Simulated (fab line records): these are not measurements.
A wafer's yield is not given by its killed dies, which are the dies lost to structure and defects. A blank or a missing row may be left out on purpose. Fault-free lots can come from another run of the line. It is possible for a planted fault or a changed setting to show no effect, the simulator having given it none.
A lot that was struck, set against a sound lot || flow sky130 || 15 out of 708 route steps
Sound: the wafers L258.1, L258.2, L258.6. Struck: wafer L265.4 (left out: L265.1, L265.6 of the same lot, which were not struck); the cause appears at the end.
Each step with rows lists, per side, the tool, then ch with its chambers, then its first start. Under that, the readings that differ: sound wafers || struck wafers || difference of the means || sigmas: that difference in standard deviations of wafers without a fault.
alike: readings with means less than 2 such deviations apart, plus words and numbers identical on both sides. not compared: withheld readings, readings lacking a value on some wafer, bounds such as >300 that could conceal the same value, and numbers that have no deviation in the record and whose values overlap.
The two part at a step that has a row with sigmas, a row that says differs or no value, or rows on one side only. Non-overlapping numbers with no deviation appear without sigmas and do not part them. A reading that every wafer of one side lacks parts them only if that side has two wafers or more.

SKY_SD_P_OVL_MEAS_08:
  sound on overlay-02, day 29 13:01; struck on overlay-01, day 32 07:32
  alike: SD_P_OVL
then, 1 step without rows for these wafers: SKY_SD_P_IMPLANT_09.
SKY_SD_P_STRIP_10: strips in O2/N2.
  sound on plasma asher-01 ch 0,1, day 29 13:12; struck on plasma asher-03 ch 1, day 32 07:44
  alike: drypump motor current A, oes product au, strip time to endpoint s
  not compared: rf hours counter h
SKY_SD_P_TW_MEAS_11:
  sound on film metro-02, day 29 13:18; struck on film metro-04, day 32 07:50
  alike: SD_P_TW
then, 8 steps without rows for these wafers: SKY_RES_XHIGH_DEHYDRATE_00 (time 60 s); SKY_RES_XHIGH_HMDS_01 (prime time 60 s); SKY_RES_XHIGH_COAT_02 (resist thk 1140 nm); SKY_RES_XHIGH_SOFTBAKE_03 (time 60 s); SKY_RES_XHIGH_EXPOSE_04 (exposes mask URPM, target cd 1270 nm); SKY_RES_XHIGH_PEB_05; SKY_RES_XHIGH_DEVELOP_06 (develop time 60 s); SKY_RES_XHIGH_IMPLANT_07.
SKY_RES_XHIGH_STRIP_08: strips in O2/N2.
  sound on plasma asher-04 ch 0,1, day 30 16:20; struck on plasma asher-04 ch 0, day 33 11:10
{"reading": "oes product au (a.u.)", "sound": "0.709 0.712 0.713", "struck": 0.651, "difference": -0.060, "sigmas": -16}
{"reading": "strip time to endpoint s (s)", "sound": "14.30 14.33 14.31", "struck": 16.30, "difference": "+1.99", "sigmas": "+46"}
  alike: drypump motor current A
  not compared: rf hours counter h
SKY_RES_XHIGH_TW_MEAS_09:
  sound on film metro-02, day 30 16:26; struck on film metro-04, day 33 11:16
  alike: RES_XHIGH_TW
then, 1 step without rows for these wafers: SKY_PAD_OPEN_PROBE_99.

WHERE THEY PART
Only at SKY_RES_XHIGH_STRIP_08, within this record. Later steps at which nothing parts them and some readings are alike: SKY_RES_XHIGH_TW_MEAS_09.

WHY: what the simulator had put in
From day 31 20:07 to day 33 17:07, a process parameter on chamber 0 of plasma asher-04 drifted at SKY_RES_XHIGH_STRIP_08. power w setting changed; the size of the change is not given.
